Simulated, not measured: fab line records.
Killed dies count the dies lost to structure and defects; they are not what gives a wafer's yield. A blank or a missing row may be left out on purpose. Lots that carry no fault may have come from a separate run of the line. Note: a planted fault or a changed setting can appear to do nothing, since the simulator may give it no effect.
A single fault, viewed from 2 desks | flow sky130 | each desk holds nothing but its own numbers, with what lay behind them at the end

## AT THE METROLOGY DESK
Means of the sampled wafers that have a number, per lot and without regard to the tool the lot ran on: this is what the gauges read. Marked OUT: a lot whose mean sits more than 4 standard deviations from the usual mean, which makes it out of limits; the brackets give that distance.
Columns: A = LDD_HVN_OVL at SKY_LDD_HVN_OVL_MEAS_07, usual -0.7 nm; B = SD_N_OVL at SKY_SD_N_OVL_MEAS_08, usual 0.6 nm
lot  | first seen here | A    | B
L694 | day 21 03:58    | 1.1  | 0.4
L697 | day 22 05:35    | -1.0 | 2.2
L698 | day 22 22:43    | -2.9 | 1.9
L701 | day 23 12:13    | -1.4 | 1.8
L703 | day 24 11:22    | -0.2 | -1.1
L704 | day 24 11:31    | -1.2 | 1.3
L706 | day 24 23:30    | 0.6  | 2.1
L708 | day 26 01:16    | -0.3 | 0.2
L710 | day 26 07:22    | 1.6  | 1.5
L713 | day 27 09:49    | 0.3  | 1.7
L715 | day 28 01:25    | -2.0 | -1.3
This desk's finding: nothing out of limits on any of the 11 lots.

## FOR THE TOOL OWNER'S DESK: rie_diel-03
The tool's own readings at SKY_VIA3_ETCH_15 (etches SiO2 in C4F8/O2/Ar, stops on TiN, target depth 507 nm, time 78 s): means of the sampled wafers that have a number, for each lot that ran on this tool. Marked OUT: a lot whose mean sits more than 4 standard deviations from the usual mean, which makes it out of limits; the brackets give that distance.
Columns: A = oes_product_au at SKY_VIA3_ETCH_15, usual 0.945 a.u.
lot  | first seen here | A
L703 | day 42 22:08    | 0.946
L706 | day 43 07:34    | 0.946
L708 | day 44 04:16    | 0.806 (-32) OUT
This desk's verdict: out of limits on L708, starting with L708 at day 44 04:16 (oes_product_au at SKY_VIA3_ETCH_15). L703, L706: within limits.

## PUT TOGETHER
The tool owner's desk had the chance to raise an alarm at day 44 04:16 on L708.
The metrology desk saw nothing out of limits.
The metrology desk holds a record of L708, inside its limits.
Every lot named ran SKY_VIA3_ETCH_15 on rie_diel-03.

## WHAT THE SIMULATOR HAD INSERTED
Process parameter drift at SKY_VIA3_ETCH_15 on rie_diel-03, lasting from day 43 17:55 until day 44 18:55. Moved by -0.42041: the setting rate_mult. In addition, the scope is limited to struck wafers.
Struck lots among those shown: L708.
Hours from the fault's start to each desk's first reading out of limits: the tool owner's desk, 10.
